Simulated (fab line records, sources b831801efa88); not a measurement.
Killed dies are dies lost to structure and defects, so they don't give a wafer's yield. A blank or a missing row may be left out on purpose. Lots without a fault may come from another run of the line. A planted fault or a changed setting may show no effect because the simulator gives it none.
Which tool did it? | flow gf180mcu | 6 lots, 18 wafers sampled, at 3 steps of a route of 602

WHAT THE GAUGES READ, wafer by wafer
GF_PSD_RS_MEAS_14: measures by four-point-probe.
lot  | measured     | on            | NSD_RS (ohm/sq)
L283 | day 14 12:55 | film_metro-02 | 46.24 46.07 46.14
L290 | day 17 08:10 | film_metro-01 | 44.75 44.70 44.95
L295 | day 19 02:10 | film_metro-02 | 46.14 46.19 46.07
L299 | day 20 07:23 | film_metro-02 | 46.00 46.04 45.94
L303 | day 21 15:58 | film_metro-02 | 46.07 46.19 46.09
L305 | day 22 05:53 | film_metro-02 | 46.12 46.14 46.21

WHICH TOOL RAN EACH LOT (tool, then ch and the chambers of the sampled wafers, then the start)
lot  | GF_NSD_IMPLANT_09               | GF_NSD_STRIP_11
L283 | implanter-02 ch 0, day 13 15:26 | plasma_asher-04 ch 0,1, day 13 15:44
L290 | implanter-04 ch 0, day 16 09:04 | plasma_asher-04 ch 0,1, day 16 09:22
L295 | implanter-03 ch 0, day 18 01:43 | plasma_asher-03 ch 0,1, day 18 02:01
L299 | implanter-03 ch 0, day 19 05:57 | plasma_asher-02 ch 0,1, day 19 06:13
L303 | implanter-03 ch 0, day 20 16:12 | plasma_asher-04 ch 0,1, day 20 16:28
L305 | implanter-03 ch 0, day 21 05:33 | plasma_asher-04 ch 0,1, day 21 05:49
- GF_NSD_IMPLANT_09
- GF_NSD_STRIP_11: strips in O2/N2.

THE ANSWER, worked out from the rows above alone
Rule: what is usual is taken from the lots themselves. Put in order of their means at a reading, lots are off if they are a third of the lots or fewer, leave a main group of 4 or more, and stand apart from it by a gap of 3 or more times the standard deviation of the main group's means; of several such gaps the widest counts. A main group whose means are all the same, to the digits that the tables above print for the reading, isn't used. A lot without any number at a reading at which 4 lots or more have one is off too. The other lots that the step has rows for count as sound.
Off: L290, at GF_PSD_RS_MEAS_14 (NSD_RS). The main group: mean 46.11 ohm/sq, standard deviation 0.06.
A tool fits if, at a process step before that reading, it ran every lot that is off, and no sound lot after the first of them. The gauges at GF_PSD_RS_MEAS_14 are tried like those tools. Can't be told from this: 2 tools fit, implanter-04 at GF_NSD_IMPLANT_09, film_metro-01 at GF_PSD_RS_MEAS_14.

WHAT THE SIMULATOR HAD PUT IN
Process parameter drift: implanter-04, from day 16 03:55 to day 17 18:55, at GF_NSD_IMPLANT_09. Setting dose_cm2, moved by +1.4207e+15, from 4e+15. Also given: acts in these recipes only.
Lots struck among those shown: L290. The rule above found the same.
